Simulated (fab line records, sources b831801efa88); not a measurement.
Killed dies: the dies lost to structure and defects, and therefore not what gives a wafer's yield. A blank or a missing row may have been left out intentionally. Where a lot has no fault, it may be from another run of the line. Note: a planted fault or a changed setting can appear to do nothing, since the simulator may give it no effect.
Which tool did it? || flow sky130 || 12 lots, 36 wafers sampled, at 5 steps of a route of 708

== WHAT THE GAUGES READ, wafer by wafer ==
SKY_CAPM_OVL_MEAS_12. Usual: CAPM_OVL typically reads 0.7 nm, with standard deviation 1.3.
{"lot": "L544", "measured": "day 37 04:49", "on": "overlay-01", "CAPM_OVL (nm)": "-1.7 0.0 -0.1", "flag": ""}
{"lot": "L545", "measured": "day 37 17:40", "on": "overlay-02", "CAPM_OVL (nm)": "1.2 1.3 -0.1", "flag": ""}
{"lot": "L546", "measured": "day 37 23:49", "on": "overlay-02", "CAPM_OVL (nm)": "0.2 2.5 0.8", "flag": ""}
{"lot": "L547", "measured": "day 38 16:59", "on": "overlay-02", "CAPM_OVL (nm)": "1.3 -0.7 -0.4", "flag": ""}
{"lot": "L550", "measured": "day 39 11:43", "on": "overlay-01", "CAPM_OVL (nm)": "-0.5 0.0 0.1", "flag": ""}
{"lot": "L551", "measured": "day 39 16:09", "on": "overlay-01", "CAPM_OVL (nm)": "4.0 1.1 0.2", "flag": ""}
{"lot": "L552", "measured": "day 40 01:55", "on": "overlay-02", "CAPM_OVL (nm)": "0.5 -2.2 0.0", "flag": ""}
{"lot": "L553", "measured": "day 40 12:07", "on": "overlay-01", "CAPM_OVL (nm)": "2.7 1.5 2.6", "flag": ""}
{"lot": "L556", "measured": "day 41 06:15", "on": "overlay-01", "CAPM_OVL (nm)": "1.8 1.8 1.3", "flag": ""}
{"lot": "L563", "measured": "day 43 09:46", "on": "overlay-02", "CAPM_OVL (nm)": "0.2 0.0 2.3", "flag": ""}
{"lot": "L564", "measured": "day 43 21:35", "on": "overlay-01", "CAPM_OVL (nm)": "1.3 0.8 -0.8", "flag": ""}
{"lot": "L566", "measured": "day 44 02:40", "on": "overlay-01", "CAPM_OVL (nm)": "0.2 0.0 0.4", "flag": ""}

SKY_VIA3_BOW_MEAS_03. Usual: VIA3_BOW typically reads 81 um, with standard deviation 8.
{"lot": "L544", "measured": "day 38 09:19", "on": "film-metro-01", "VIA3_BOW (um)": "88 70 65", "flag": ""}
{"lot": "L545", "measured": "day 38 21:24", "on": "film-metro-01", "VIA3_BOW (um)": "88 87 89", "flag": ""}
{"lot": "L546", "measured": "day 39 03:08", "on": "film-metro-03", "VIA3_BOW (um)": "71 74 79", "flag": ""}
{"lot": "L547", "measured": "day 39 21:01", "on": "film-metro-02", "VIA3_BOW (um)": "97 90 84", "flag": ""}
{"lot": "L550", "measured": "day 40 14:45", "on": "film-metro-03", "VIA3_BOW (um)": "72 73 74", "flag": ""}
{"lot": "L551", "measured": "day 40 18:55", "on": "film-metro-02", "VIA3_BOW (um)": "69 69 89", "flag": ""}
{"lot": "L552", "measured": "day 41 04:55", "on": "film-metro-01", "VIA3_BOW (um)": "89 79 83", "flag": ""}
{"lot": "L553", "measured": "day 41 14:35", "on": "film-metro-03", "VIA3_BOW (um)": "90 85 90", "flag": ""}
{"lot": "L556", "measured": "day 42 07:50", "on": "film-metro-03", "VIA3_BOW (um)": "68 90 78", "flag": ""}
{"lot": "L563", "measured": "day 44 10:56", "on": "film-metro-02", "VIA3_BOW (um)": "82 86 88", "flag": ""}
{"lot": "L564", "measured": "day 44 22:53", "on": "film-metro-03", "VIA3_BOW (um)": "82 79 77", "flag": ""}
{"lot": "L566", "measured": "day 45 03:34", "on": "film-metro-03", "VIA3_BOW (um)": "76 93 102", "flag": ""}

SKY_CAP2M_THK_MEAS_01. Usual: CAP2M_CVD_00_THK typically reads 15.50 nm, with standard deviation 0.24.
{"lot": "L544", "measured": "day 39 12:30", "on": "film-metro-01", "CAP2M_CVD_00_THK (nm)": "15.43 15.60 15.65", "flag": ""}
{"lot": "L545", "measured": "day 40 00:09", "on": "film-metro-04", "CAP2M_CVD_00_THK (nm)": "15.15 15.51 15.25", "flag": ""}
{"lot": "L546", "measured": "day 40 05:34", "on": "film-metro-03", "CAP2M_CVD_00_THK (nm)": "15.68 15.53 15.75", "flag": ""}
{"lot": "L547", "measured": "day 40 23:41", "on": "film-metro-04", "CAP2M_CVD_00_THK (nm)": "15.49 15.31 15.38", "flag": ""}
{"lot": "L550", "measured": "day 41 17:15", "on": "film-metro-01", "CAP2M_CVD_00_THK (nm)": "15.06 15.17 15.47", "flag": ""}
{"lot": "L551", "measured": "day 41 21:04", "on": "film-metro-03", "CAP2M_CVD_00_THK (nm)": "15.20 15.29 15.64", "flag": ""}
{"lot": "L552", "measured": "day 42 06:43", "on": "film-metro-01", "CAP2M_CVD_00_THK (nm)": "15.08 15.35 15.61", "flag": ""}
{"lot": "L553", "measured": "day 42 16:00", "on": "film-metro-04", "CAP2M_CVD_00_THK (nm)": "15.57 15.90 15.29", "flag": ""}
{"lot": "L556", "measured": "day 43 08:55", "on": "film-metro-04", "CAP2M_CVD_00_THK (nm)": "14.99 15.17 15.49", "flag": ""}
{"lot": "L563", "measured": "day 45 10:01", "on": "film-metro-01", "CAP2M_CVD_00_THK (nm)": "24.40 24.56 24.79", "flag": "OFF"}
{"lot": "L564", "measured": "day 45 22:31", "on": "film-metro-03", "CAP2M_CVD_00_THK (nm)": "23.96 23.95 23.74", "flag": "OFF"}
{"lot": "L566", "measured": "day 46 03:11", "on": "film-metro-04", "CAP2M_CVD_00_THK (nm)": "15.30 15.48 15.50", "flag": ""}

== EACH LOT AND THE TOOL THAT RAN IT (in order: tool; ch and the chambers of the sampled wafers; start) ==
{"lot": "L544", "SKY_VIA3_SPUTTER_20": "pvd-sputter-01, day 39 11:40", "SKY_CAP2M_CVD_00": "pecvd-03 ch 0,1,2, day 39 12:29"}
{"lot": "L545", "SKY_VIA3_SPUTTER_20": "pvd-sputter-03, day 39 23:18", "SKY_CAP2M_CVD_00": "pecvd-04 ch 1,2, day 40 00:07"}
{"lot": "L546", "SKY_VIA3_SPUTTER_20": "pvd-sputter-02, day 40 04:44", "SKY_CAP2M_CVD_00": "pecvd-02 ch 0,1,2, day 40 05:33"}
{"lot": "L547", "SKY_VIA3_SPUTTER_20": "pvd-sputter-02, day 40 22:51", "SKY_CAP2M_CVD_00": "pecvd-03 ch 0,1,2, day 40 23:40"}
{"lot": "L550", "SKY_VIA3_SPUTTER_20": "pvd-sputter-01, day 41 16:25", "SKY_CAP2M_CVD_00": "pecvd-03 ch 0,1,2, day 41 17:14"}
{"lot": "L551", "SKY_VIA3_SPUTTER_20": "pvd-sputter-01, day 41 20:13", "SKY_CAP2M_CVD_00": "pecvd-03 ch 0,1, day 41 21:02"}
{"lot": "L552", "SKY_VIA3_SPUTTER_20": "pvd-sputter-02, day 42 05:53", "SKY_CAP2M_CVD_00": "pecvd-03 ch 0,1,2, day 42 06:42"}
{"lot": "L553", "SKY_VIA3_SPUTTER_20": "pvd-sputter-03, day 42 14:58", "SKY_CAP2M_CVD_00": "pecvd-04 ch 0,1, day 42 15:58"}
{"lot": "L556", "SKY_VIA3_SPUTTER_20": "pvd-sputter-03, day 43 08:04", "SKY_CAP2M_CVD_00": "pecvd-03 ch 0,1,2, day 43 08:53"}
{"lot": "L563", "SKY_VIA3_SPUTTER_20": "pvd-sputter-01, day 45 09:11", "SKY_CAP2M_CVD_00": "pecvd-03 ch 0,1, day 45 10:00"}
{"lot": "L564", "SKY_VIA3_SPUTTER_20": "pvd-sputter-03, day 45 21:40", "SKY_CAP2M_CVD_00": "pecvd-03 ch 0,1,2, day 45 22:29"}
{"lot": "L566", "SKY_VIA3_SPUTTER_20": "pvd-sputter-01, day 46 02:17", "SKY_CAP2M_CVD_00": "pecvd-04 ch 0,1,2, day 46 03:10"}
- SKY_VIA3_SPUTTER_20: material TiN, target thk 20 nm, time 80 s.
- SKY_CAP2M_CVD_00: deposits SiO2, target thk 15.5 nm.

== AS READ BY THE TOOLS THEMSELVES (means over the sampled wafers that have a number; for cases with no such wafer, the mark the record gives instead) ==
SKY_VIA3_SPUTTER_20. Usual: throttle-valve-pct reads 29.8 % (standard deviation 0.65).
{"lot": "L544", "tool": "pvd-sputter-01", "throttle-valve-pct (%)": 29.6, "flag": ""}
{"lot": "L545", "tool": "pvd-sputter-03", "throttle-valve-pct (%)": 29.7, "flag": ""}
{"lot": "L546", "tool": "pvd-sputter-02", "throttle-valve-pct (%)": 29.8, "flag": ""}
{"lot": "L547", "tool": "pvd-sputter-02", "throttle-valve-pct (%)": 29.7, "flag": ""}
{"lot": "L550", "tool": "pvd-sputter-01", "throttle-valve-pct (%)": 29.9, "flag": ""}
{"lot": "L551", "tool": "pvd-sputter-01", "throttle-valve-pct (%)": 29.6, "flag": ""}
{"lot": "L552", "tool": "pvd-sputter-02", "throttle-valve-pct (%)": 29.3, "flag": ""}
{"lot": "L553", "tool": "pvd-sputter-03", "throttle-valve-pct (%)": 30.1, "flag": ""}
{"lot": "L556", "tool": "pvd-sputter-03", "throttle-valve-pct (%)": 30.4, "flag": ""}
{"lot": "L563", "tool": "pvd-sputter-01", "throttle-valve-pct (%)": 30.0, "flag": ""}
{"lot": "L564", "tool": "pvd-sputter-03", "throttle-valve-pct (%)": 30.3, "flag": ""}
{"lot": "L566", "tool": "pvd-sputter-01", "throttle-valve-pct (%)": 29.6, "flag": ""}

SKY_CAP2M_CVD_00. Usual: heater-power-w reads 719 W (standard deviation 110).
{"lot": "L544", "tool": "pecvd-03", "heater-power-w (W)": 763, "flag": ""}
{"lot": "L545", "tool": "pecvd-04", "heater-power-w (W)": 760, "flag": ""}
{"lot": "L546", "tool": "pecvd-02", "heater-power-w (W)": 644, "flag": ""}
{"lot": "L547", "tool": "pecvd-03", "heater-power-w (W)": 767, "flag": ""}
{"lot": "L550", "tool": "pecvd-03", "heater-power-w (W)": 685, "flag": ""}
{"lot": "L551", "tool": "pecvd-03", "heater-power-w (W)": 591, "flag": ""}
{"lot": "L552", "tool": "pecvd-03", "heater-power-w (W)": 754, "flag": ""}
{"lot": "L553", "tool": "pecvd-04", "heater-power-w (W)": 749, "flag": ""}
{"lot": "L556", "tool": "pecvd-03", "heater-power-w (W)": 732, "flag": ""}
{"lot": "L563", "tool": "pecvd-03", "heater-power-w (W)": 629, "flag": ""}
{"lot": "L564", "tool": "pecvd-03", "heater-power-w (W)": 762, "flag": ""}
{"lot": "L566", "tool": "pecvd-04", "heater-power-w (W)": 792, "flag": ""}

== THE ANSWER, worked out from the rows above alone ==
Rule: take the mean of a lot's wafers that have a number; if it is more than 3 standard deviations from the usual mean, the lot is off. A lot without any number at a reading at which 4 lots or more have one is off too. Where the step has rows for the other lots, those lots are counted as sound. Order of review: gauges by route order, followed by the tools' own readings, for which a lot's mean as printed above is used. At the first step where some lot is off, the reading lying furthest off is the one used; lots without a number count as furthest.
Off: at SKY_CAP2M_THK_MEAS_01 (CAP2M_CVD_00_THK), L563, L564.
If a tool, at a process step before that reading, ran all the lots that are off and no sound lot after the first of them, it fits. Those tools and the gauges at SKY_CAP2M_THK_MEAS_01 are tried in the same way. One fits: pecvd-03 at SKY_CAP2M_CVD_00. Its last sound lot is L556 (day 43 08:53), its first lot that is off L563 (day 45 10:00): a fault that began between those two fits.

== WHAT THE SIMULATOR HAD INSERTED ==
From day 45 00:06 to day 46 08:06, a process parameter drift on pecvd-03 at SKY_CAP2M_CVD_00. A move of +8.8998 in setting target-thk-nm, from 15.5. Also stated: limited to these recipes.
Struck lots among those shown: L563, L564. This agrees with what the rule above found.
